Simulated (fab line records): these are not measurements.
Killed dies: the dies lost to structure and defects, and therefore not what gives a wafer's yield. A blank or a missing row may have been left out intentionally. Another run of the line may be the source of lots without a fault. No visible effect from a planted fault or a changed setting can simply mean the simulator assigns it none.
Which tool is to blame? ; flow sky130 ; 24 lots, 72 wafers sampled, at 3 steps of a route of 708

## WHAT THE GAUGES READ, wafer by wafer
SKY_NWELL_TW_MEAS_15. Usual: NWELL_TW typically reads 1828, with standard deviation 12.
lot;measured;on;NWELL_TW;flag
L074;day 4 17:46;film metro-04;1838 1824 1836;
L075;day 4 21:34;film metro-04;1832 1837 1840;
L076;day 5 04:32;film metro-04;1847 1841 1854;
L077;day 5 08:11;film metro-01;1823 1812 1824;
L078;day 5 15:44;film metro-04;1835 1844 1851;
L079;day 5 21:02;film metro-03;1833 1839 1842;
L080;day 6 01:44;film metro-01;1823 1816 1810;
L081;day 6 11:53;film metro-01;1814 1823 1822;
L082;day 7 05:11;film metro-04;1837 1829 1833;
L083;day 7 05:22;film metro-01;1831 1821 1827;
L084;day 7 12:16;film metro-04;1822 1822 1832;
L085;day 7 13:43;film metro-01;1830 1819 1822;
L086;day 7 13:46;film metro-04;1826 1835 1839;
L087;day 7 18:22;film metro-04;1829 1840 1834;
L088;day 8 06:26;film metro-03;1812 1812 1810;
L089;day 8 07:01;film metro-03;1800 1821 1819;
L090;day 8 14:56;film metro-03;1811 1826 1816;
L091;day 8 17:52;film metro-03;1810 1816 1819;
L092;day 8 23:08;film metro-04;1834 1842 1834;
L093;day 9 03:10;film metro-03;1816 1809 1812;
L094;day 9 13:26;film metro-04;1850 1840 1838;
L095;day 9 20:22;film metro-03;1822 1811 1825;
L096;day 9 22:08;film metro-01;1823 1820 1819;
L097;day 10 07:07;film metro-04;1834 1834 1841;

SKY_VT_ADJUST_NCORE_OVL_MEAS_08. Usual: VT_ADJUST_NCORE_OVL typically reads -1.8 nm, with standard deviation 1.4.
lot;measured;on;VT_ADJUST_NCORE_OVL (nm);flag
L074;day 8 17:42;overlay-01;-3.1 -2.6 -2.5;
L075;day 8 23:39;overlay-02;1.9 -1.1 -1.3;
L076;day 9 07:19;overlay-01;-3.0 -0.1 -0.6;
L077;day 9 13:00;overlay-02;-2.7 -2.3 -2.5;
L078;day 9 21:57;overlay-01;0.3 -1.4 0.3;
L079;day 10 06:01;overlay-02;-0.6 1.0 0.6;
L080;day 10 09:35;overlay-02;-2.0 -1.7 -0.7;
L081;day 10 23:07;overlay-01;-3.4 0.7 -1.2;
L082;day 11 20:18;overlay-01;-1.0 -0.4 -1.5;
L083;day 11 21:22;overlay-01;-3.3 -2.2 -3.4;
L084;day 12 04:39;overlay-02;-3.8 0.0 -3.1;
L085;day 12 05:54;overlay-01;-1.6 -3.4 -3.1;
L086;day 12 07:13;overlay-02;0.5 1.8 -0.7;
L087;day 12 12:13;overlay-01;-1.2 -1.9 -2.1;
L088;day 13 02:50;overlay-02;-1.6 -1.3 -3.6;
L089;day 13 02:59;overlay-01;-3.8 -2.2 -4.6;
L090;day 13 12:28;overlay-02;-0.2 -0.8 -2.4;
L091;day 13 17:26;overlay-02;-1.2 -0.8 -1.9;
L092;day 14 01:04;overlay-02;-3.4 -1.1 -2.7;
L093;day 14 05:40;overlay-01;-3.5 -2.5 -3.2;
L094;day 14 19:37;overlay-01;-1.7 -1.7 -2.0;
L095;day 15 04:34;overlay-02;-0.5 -4.8 -1.3;
L096;day 15 06:36;overlay-02;-1.2 -3.0 -2.6;
L097;day 15 15:25;overlay-01;-1.3 -2.4 -3.7;

SKY_POLY_GATE_CD_MEAS_22. Usual: cd nm 150.7 nm, standard deviation 2.6.
lot;measured;on;cd nm (nm);flag
L074;day 16 21:16;cd sem-02;150.2 149.9 155.1;
L075;day 17 05:52;cd sem-02;147.4 152.8 146.3;
L076;day 17 15:35;cd sem-01;149.6 148.4 151.3;
L077;day 17 19:28;cd sem-02;149.2 148.2 154.0;
L078;day 18 10:25;cd sem-02;151.7 152.4 150.2;
L079;day 18 18:29;cd sem-02;149.3 150.6 151.2;
L080;day 19 03:33;cd sem-01;147.3 154.8 150.1;
L081;day 19 21:52;cd sem-02;148.1 153.1 150.8;
L082;day 20 20:25;cd sem-01;149.7 150.3 153.7;
L083;day 20 23:36;cd sem-01;145.9 151.4 149.6;
L084;day 21 04:47;cd sem-01;146.0 146.4 148.2;
L085;day 21 13:30;cd sem-02;148.7 152.4 147.7;
L086;day 21 12:15;cd sem-01;152.4 155.1 150.8;
L087;day 21 18:49;cd sem-01;158.6 154.7 151.6;
L088;day 22 06:35;cd sem-02;146.1 149.5 149.5;
L089;day 22 10:20;cd sem-01;152.2 150.7 148.0;
L090;day 22 21:21;cd sem-01;146.9 151.8 147.8;
L091;day 23 03:43;cd sem-01;151.3 152.8 153.2;
L092;day 23 13:19;cd sem-02;150.2 152.5 153.5;
L093;day 23 14:58;cd sem-02;150.4 146.4 153.0;
L094;day 24 05:44;cd sem-01;153.9 152.2 149.8;
L095;day 24 14:59;cd sem-02;154.1 151.8 150.1;
L096;day 24 19:31;cd sem-01;147.9 148.8 147.3;
L097;day 25 04:53;cd sem-01;151.3 152.1 150.5;

## WHICH TOOL RAN EACH LOT (tool, then ch and the chambers of the sampled wafers, then the start)
No process step before these readings appears in the record.

## WHAT THE TOOLS THEMSELVES READ (means of the sampled wafers that have a number; where no wafer has one, the mark that the record gives instead)
The record holds no such reading with a usual standard deviation.

## THE ANSWER, worked out from the rows above alone
Rule: a lot is off if the mean of its wafers that have a number lies more than 3 standard deviations from the usual mean. A lot without any number at a reading at which 4 lots or more have one is off too. Where the step has rows for the other lots, those lots are counted as sound. The gauges are gone through in route order, then the tools' own readings, and for those a lot's mean is taken as printed above. The first step at which some lot is off is used, and at that step the reading that is off furthest; a lot without a number counts as furthest.
None of the lots is off at any reading shown; this tells nothing.

## WHAT WAS PUT IN BY THE SIMULATOR
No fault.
